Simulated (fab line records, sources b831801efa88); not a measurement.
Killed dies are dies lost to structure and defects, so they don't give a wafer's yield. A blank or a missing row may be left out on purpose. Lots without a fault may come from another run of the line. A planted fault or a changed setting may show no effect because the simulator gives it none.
One fault seen from 2 desks | flow sky130 | each desk has only its own numbers; what lay behind them comes last

THE TOOL OWNER'S DESK: pvd_sputter-03
The tool's own readings at SKY_METAL5_SPUTTER_01 (material TiN, target thk 20 nm, time 16.7 s): means of the sampled wafers that have a number, for each lot that ran on this tool. A lot is out of limits, marked OUT, if its mean lies more than 4 standard deviations from the usual mean; the brackets give that distance.
Columns: A = throttle_valve_pct at SKY_METAL5_SPUTTER_01, usual 29.2 %
lot  | first seen here | A
L527 | day 45 18:21    | 30.1
L529 | day 46 03:47    | 30.0
L531 | day 46 16:52    | 29.4
This desk's finding: nothing out of limits on any of the 3 lots.

THE METROLOGY DESK
What the gauges read, lot by lot, whatever tool the lot ran on: means of the sampled wafers that have a number. A lot is out of limits, marked OUT, if its mean lies more than 4 standard deviations from the usual mean; the brackets give that distance.
Columns: A = VIA4_OVL at SKY_VIA4_OVL_MEAS_11, usual -0.5 nm; B = VIA4_W_RS at SKY_VIA4_RS_MEAS_19, usual 0.2272 ohm/sq; C = VIA4_W_THK at SKY_VIA4_THK_MEAS_20, usual 497 nm
lot  | first seen here | A    | B      | C
L524 | day 44 19:17    | 0.3  | 0.2268 | 498
L527 | day 45 16:54    | -1.6 | 0.2296 | 494
L529 | day 46 02:20    | 1.6  | 0.2270 | 499
L531 | day 46 15:26    | -0.5 | 0.2262 | 498
L534 | day 47 09:49    | -1.3 | 0.2261 | 508
L540 | day 48 09:44    | 2.2  | 0.2293 | 496
This desk's finding: nothing out of limits on any of the 6 lots.

PUT TOGETHER
The tool owner's desk saw nothing out of limits.
The metrology desk saw nothing out of limits.

WHAT THE SIMULATOR HAD PUT IN
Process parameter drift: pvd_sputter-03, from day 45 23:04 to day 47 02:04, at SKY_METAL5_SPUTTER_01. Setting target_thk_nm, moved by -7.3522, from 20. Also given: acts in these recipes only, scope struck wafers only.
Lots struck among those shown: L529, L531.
